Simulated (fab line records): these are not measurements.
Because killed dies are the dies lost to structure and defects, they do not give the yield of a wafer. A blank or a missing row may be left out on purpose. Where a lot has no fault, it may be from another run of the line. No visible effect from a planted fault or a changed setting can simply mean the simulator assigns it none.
A single fault, viewed from 2 desks    flow sky130    only its own numbers are on each desk; what lay behind them is given at the end

METROLOGY DESK
What the gauges read, lot by lot, whatever tool the lot ran on: means of the sampled wafers that have a number. The brackets show how far a lot's mean lies from the usual mean; more than 4 standard deviations puts the lot out of limits, marked OUT.
Columns: A = VIA1_OVL at SKY_VIA1_OVL_MEAS_13, usual 1 nm
lot   first seen here  A
L260  day 33 23:33     6
L261  day 34 07:27     4
L262  day 34 10:32     8
L263  day 35 00:02     5
L264  day 35 12:14     -11
L266  day 35 20:41     3
L268  day 36 09:05     4
L271  day 37 21:08     0
L273  day 38 09:25     1
L275  day 38 21:32     -3
L277  day 39 11:44     -3
This desk's verdict: no lot among the 11 shows anything out of limits.

THE TOOL OWNER'S DESK: rie_metal-03
The tool's own readings at SKY_METAL2_ETCH_18 (etches BARC in N2/H2, stops on SiO2, time 45.9 s, target depth 60 nm): means of the sampled wafers that have a number, for each lot that ran on this tool. The brackets show how far a lot's mean lies from the usual mean; more than 4 standard deviations puts the lot out of limits, marked OUT.
Columns: A = bias_w at SKY_METAL2_ETCH_18, usual 99.98 W; B = chamber_pressure_mTorr at SKY_METAL2_ETCH_18, usual 30.001 mTorr; C = drypump_motor_current_A at SKY_METAL2_ETCH_18, usual 5.59 A; D = h2_flow_sccm at SKY_METAL2_ETCH_18, usual 199.8 sccm; E = oes_product_au at SKY_METAL2_ETCH_18, usual 0.855 a.u.; F = throttle_valve_pct at SKY_METAL2_ETCH_18, usual 13.224 %
lot   first seen here  A       B       C     D      E      F
L261  day 35 11:16     100.07  30.015  5.65  200.4  0.852  13.223
L262  day 35 14:28     100.19  29.992  5.61  199.4  0.858  13.226
L263  day 36 03:31     99.89   29.982  5.63  199.6  0.857  13.222
L271  day 39 01:19     100.09  30.022  5.64  200.2  0.855  13.220
L273  day 39 12:57     99.98   30.020  5.63  199.5  0.855  13.221
L275  day 39 23:58     100.10  30.028  5.63  200.2  0.856  13.223
L277  day 40 12:55     99.72   30.018  5.65  199.3  0.852  13.228
This desk's verdict: no lot among the 7 shows anything out of limits.

PUT TOGETHER
At the metrology desk, nothing out of limits was observed.
The tool owner's desk saw nothing out of limits.

WHAT THE SIMULATOR HAD INSERTED
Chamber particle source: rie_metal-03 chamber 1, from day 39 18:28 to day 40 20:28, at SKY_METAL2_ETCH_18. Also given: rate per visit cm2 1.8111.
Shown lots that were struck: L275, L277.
